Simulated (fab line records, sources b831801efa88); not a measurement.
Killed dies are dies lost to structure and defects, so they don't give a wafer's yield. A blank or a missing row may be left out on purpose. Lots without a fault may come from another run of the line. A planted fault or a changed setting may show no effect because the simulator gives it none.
A struck lot beside a sound one | flow sky130 | 18 steps out of a route of 708
Sound: wafers L960.1, L960.3, L960.6. Struck: wafers L969.1, L969.3, L969.6. The cause comes at the end.
At each step with rows: each side's tool, then ch and its chambers, then its first start. Under that, the readings that differ: sound wafers | struck wafers | difference of the means | sigmas: that difference in standard deviations of wafers without a fault.
alike: readings whose means differ by less than 2 such deviations, and words and numbers that are the same on both sides. not compared: withheld readings, readings that some wafer has no value for, bounds like >300 that may hide the same value, and numbers for which the record gives no deviation and whose values overlap.
The two part at a step that has a row with sigmas, a row that says differs or no value, or rows on one side only. Numbers that don't overlap but have no deviation are shown without sigmas and don't part them. A reading that every wafer of one side lacks parts them only if that side has two wafers or more.

SKY_SONOS_ONO_OVL_MEAS_14:
  sound on overlay-02, day 16 15:59; struck on overlay-02, day 19 19:25
  alike: SONOS_ONO_OVL
SKY_SONOS_ONO_ETCH_15: etches the open film in CHF3/O2, target depth 19.52 nm, time 7.8 s.
  sound on rie_diel-03 ch 0,2, day 16 16:01; struck on rie_diel-04 ch 0,3, day 19 19:28
  alike: chamber_pressure_mTorr, drypump_motor_current_A, oes_product_au, throttle_valve_pct
  not compared: rf_hours_counter_h
then, 1 step without rows for these wafers: SKY_SONOS_ONO_WET_ETCH_16 (etches SiO2 in dHF, target depth 14 nm, time 280 s).
SKY_SONOS_ONO_STRIP_17: strips in O2/N2.
  sound on plasma_asher-03 ch 0,1, day 16 16:07; struck on plasma_asher-02 ch 0,1, day 19 19:34
  alike: chamber_pressure_mTorr, drypump_motor_current_A, oes_product_au, strip_time_to_endpoint_s
  not compared: rf_hours_counter_h
then, 3 steps without rows for these wafers: SKY_SONOS_ONO_WET_ETCH_18 (etches Si3N4 in H3PO4, target depth 15 nm, time 172 s); SKY_GATE_OXIDE_CLEAN_00 (cleans in SC1/SC2, time 150 s); SKY_GATE_OXIDE_OXIDATION_01 (stabilise 600 s, purge 300 s, target thk 10.268 nm).
SKY_GATE_OXIDE_THK_MEAS_02:
  sound on film_metro-04, day 16 18:05; struck on film_metro-04, day 19 21:11
  alike: GATE_OXIDE_OXIDATION_00_THK
then, 4 steps without rows for these wafers: SKY_GATE_OXIDE_DEHYDRATE_03 (time 60 s); SKY_GATE_OXIDE_HMDS_04 (prime time 60 s); SKY_GATE_OXIDE_COAT_05 (resist thk 1140 nm); SKY_GATE_OXIDE_SOFTBAKE_06 (time 60 s).
SKY_GATE_OXIDE_EXPOSE_07: exposes mask LVOM, target cd 600 nm.
  sound on iline_stepper-02 ch 0, day 17 08:12; struck on iline_stepper-01 ch 0, day 20 13:11
  reading                            | sound             | struck            | difference | sigmas
  model.GATE_OXIDE.overlay_x_nm (nm) | -1.24 -1.24 -1.24 | 120.2 120.2 120.2 | +121.4     |
  alike: mask
then, 2 steps without rows for these wafers: SKY_GATE_OXIDE_PEB_08; SKY_GATE_OXIDE_DEVELOP_09 (develop time 60 s).
SKY_GATE_OXIDE_OVL_MEAS_10:
  sound on overlay-01, day 17 22:01; struck on overlay-01, day 21 03:18
  reading             | sound          | struck            | difference | sigmas
  GATE_OXIDE_OVL (nm) | -2.5 -2.8 -2.6 | 118.6 117.2 117.7 | +120.5     | +93
then, 1 step without rows for these wafers: SKY_GATE_OXIDE_IMPLANT_11.
-- the record jumps here: 30 days lie between the struck wafers' starts before and after (it left off in module GATE_OXIDE and takes up again in module PAD_OPEN, whose first step shown is number 708 of the route) --
SKY_PAD_OPEN_PROBE_99:
  sound on prober-01, day 48 16:26; struck on prober-02, day 50 15:32
  alike: killed_at_M0_to_M3, killed_at_M4_up, killed_at_contacts, killed_at_front_end, killed_at_other, killed_dies, killed_open, killed_short

WHERE THEY PART
Only at SKY_GATE_OXIDE_OVL_MEAS_10, within this record. Later steps at which nothing parts them and some readings are alike: SKY_PAD_OPEN_PROBE_99.

WHY: what the simulator had put in
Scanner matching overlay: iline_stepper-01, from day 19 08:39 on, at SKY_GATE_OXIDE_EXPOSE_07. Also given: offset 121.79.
